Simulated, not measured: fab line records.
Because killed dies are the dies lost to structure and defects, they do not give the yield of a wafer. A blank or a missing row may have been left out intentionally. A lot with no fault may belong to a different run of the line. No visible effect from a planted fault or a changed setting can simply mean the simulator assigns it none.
Split-lot experiment / flow gf180mcu / on a route of 602 steps: 5 lots, 23 wafers read

## SPLIT DETAILS
At GF_SAB_CVD_00 (deposits SiO2 from TEOS, target thk 50 nm, time 4.9302 s), the setting time s was moved away from the recipe's 4.9302 s on 4 of the 23 wafers read, by +9.7% to +10.4%. This setting was run at the recipe's value on the other wafers.

Split to reading: the file shows no intervening step.

## THE READING
SAB_CVD_00_THK (nm), taken at GF_SAB_THK_MEAS_01. A value of 50.2 nm with a standard deviation of 0.7 nm is what fault-free wafers of this fab line usually give.

wafer=L076.3; tool, chamber at the split=pecvd-01, 2; time s as run, s=4.9302; against the recipe=recipe; SAB_CVD_00_THK, nm=49.5; against lot-mates on the recipe=-
wafer=L076.4; tool, chamber at the split=pecvd-01, 0; time s as run, s=4.9302; against the recipe=recipe; SAB_CVD_00_THK, nm=50.6; against lot-mates on the recipe=-
wafer=L076.6; tool, chamber at the split=pecvd-01, 2; time s as run, s=4.9302; against the recipe=recipe; SAB_CVD_00_THK, nm=50.7; against lot-mates on the recipe=-
wafer=L078.1; tool, chamber at the split=pecvd-02, 2; time s as run, s=5.41; against the recipe=+9.7%; SAB_CVD_00_THK, nm=54.6; against lot-mates on the recipe=+4.4
wafer=L078.2; tool, chamber at the split=pecvd-02, 0; time s as run, s=4.9302; against the recipe=recipe; SAB_CVD_00_THK, nm=49.7; against lot-mates on the recipe=-
wafer=L078.4; tool, chamber at the split=pecvd-02, 1; time s as run, s=4.9302; against the recipe=recipe; SAB_CVD_00_THK, nm=50.3; against lot-mates on the recipe=-
wafer=L078.5; tool, chamber at the split=pecvd-02, 2; time s as run, s=4.9302; against the recipe=recipe; SAB_CVD_00_THK, nm=50.5; against lot-mates on the recipe=-
wafer=L078.6; tool, chamber at the split=pecvd-02, 0; time s as run, s=5.41; against the recipe=+9.7%; SAB_CVD_00_THK, nm=55.8; against lot-mates on the recipe=+5.6
wafer=L079.1; tool, chamber at the split=pecvd-02, 0; time s as run, s=4.9302; against the recipe=recipe; SAB_CVD_00_THK, nm=50.8; against lot-mates on the recipe=-
wafer=L079.2; tool, chamber at the split=pecvd-02, 1; time s as run, s=4.9302; against the recipe=recipe; SAB_CVD_00_THK, nm=49.8; against lot-mates on the recipe=-
wafer=L079.3; tool, chamber at the split=pecvd-02, 2; time s as run, s=4.9302; against the recipe=recipe; SAB_CVD_00_THK, nm=50.1; against lot-mates on the recipe=-
wafer=L079.4; tool, chamber at the split=pecvd-02, 0; time s as run, s=4.9302; against the recipe=recipe; SAB_CVD_00_THK, nm=50.9; against lot-mates on the recipe=-
wafer=L079.6; tool, chamber at the split=pecvd-02, 1; time s as run, s=4.9302; against the recipe=recipe; SAB_CVD_00_THK, nm=50.6; against lot-mates on the recipe=-
wafer=L080.1; tool, chamber at the split=pecvd-02, 1; time s as run, s=4.9302; against the recipe=recipe; SAB_CVD_00_THK, nm=50.2; against lot-mates on the recipe=-
wafer=L080.2; tool, chamber at the split=pecvd-02, 0; time s as run, s=4.9302; against the recipe=recipe; SAB_CVD_00_THK, nm=50.0; against lot-mates on the recipe=-
wafer=L080.4; tool, chamber at the split=pecvd-02, 2,1; time s as run, s=4.9302; against the recipe=recipe; SAB_CVD_00_THK, nm=51.2; against lot-mates on the recipe=-
wafer=L080.5; tool, chamber at the split=pecvd-02, 2,1; time s as run, s=4.9302; against the recipe=recipe; SAB_CVD_00_THK, nm=51.2; against lot-mates on the recipe=-
wafer=L080.6; tool, chamber at the split=pecvd-02, 0; time s as run, s=4.9302; against the recipe=recipe; SAB_CVD_00_THK, nm=51.2; against lot-mates on the recipe=-
wafer=L083.1; tool, chamber at the split=pecvd-02, 2; time s as run, s=4.9302; against the recipe=recipe; SAB_CVD_00_THK, nm=49.6; against lot-mates on the recipe=-
wafer=L083.2; tool, chamber at the split=pecvd-02, 1; time s as run, s=5.445; against the recipe=+10.4%; SAB_CVD_00_THK, nm=56.0; against lot-mates on the recipe=+5.6
wafer=L083.3; tool, chamber at the split=pecvd-02, 0; time s as run, s=5.445; against the recipe=+10.4%; SAB_CVD_00_THK, nm=55.8; against lot-mates on the recipe=+5.4
wafer=L083.5; tool, chamber at the split=pecvd-02, 2; time s as run, s=4.9302; against the recipe=recipe; SAB_CVD_00_THK, nm=50.6; against lot-mates on the recipe=-
wafer=L083.6; tool, chamber at the split=pecvd-02, 1; time s as run, s=4.9302; against the recipe=recipe; SAB_CVD_00_THK, nm=51.1; against lot-mates on the recipe=-
Where a row lists several chambers, the file gives one row for several wafers and doesn't say which wafer went through which chamber.

THE FIT
A straight line over all 23 wafers: SAB_CVD_00_THK changes by +0.506 nm for each +1% of time s; r = +0.96; the points scatter about the line by 0.55 nm.
The same after taking each lot's own level away (the mean of its wafers on the recipe; 23 wafers): +0.521 nm for each +1%; r = +0.97; scatter 0.51 nm.
On that fit, the largest move of time s shifts the reading by 5.4 nm.
The lots' own levels span 50.17 to 50.76 nm, that is 0.8 times the standard deviation above.
So the lot-to-lot level changes the slope little: the two slopes agree.
Check: for one of the wafers moved furthest among these (+10.4%), held out of the fit, the line's prediction against its lot-mates is +5.39 nm. Against them it came out at +5.57 nm.

## ADDITIONAL SPLITS CARRIED BY THESE WAFERS
Note: prior to the reading, these wafers also went through further splits. Each is held against what the fit with the lots' levels taken away leaves over:
other split on the same wafers=GF_HV_LDD_CVD_56 time s; wafers away from the commonest value=15; r with SAB_CVD_00_THK (lot level and that fit taken away)=+0.01
other split on the same wafers=GF_NSD_COAT_02 spin rpm; wafers away from the commonest value=8; r with SAB_CVD_00_THK (lot level and that fit taken away)=+0.19
other split on the same wafers=GF_NSD_IMPLANT_09 energy kev; wafers away from the commonest value=8; r with SAB_CVD_00_THK (lot level and that fit taken away)=-0.02
other split on the same wafers=GF_PSD_DEVELOP_06 develop time s; wafers away from the commonest value=10; r with SAB_CVD_00_THK (lot level and that fit taken away)=-0.17

## THE WHOLE CHAIN: every reading that the file lists as answering this split, in the file's order
step=GF_SAB_CVD_00; what it does=deposits SiO2 from TEOS, target thk 50 nm, time 4.9302 s; reading=SiO2_of_SAB_CVD_00.thk nm (the simulator's own value, which no gauge read); change (the file's fit)=+0.521 nm for each +1% of the setting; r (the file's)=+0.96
step=GF_SAB_THK_MEAS_01; what it does=; reading=SAB_CVD_00_THK; change (the file's fit)=+0.524 for each +1% of the setting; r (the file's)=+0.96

## FILE'S OWN FIT
SAB_CVD_00_THK changes by +0.524 nm for each +1% of time s, r = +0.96.
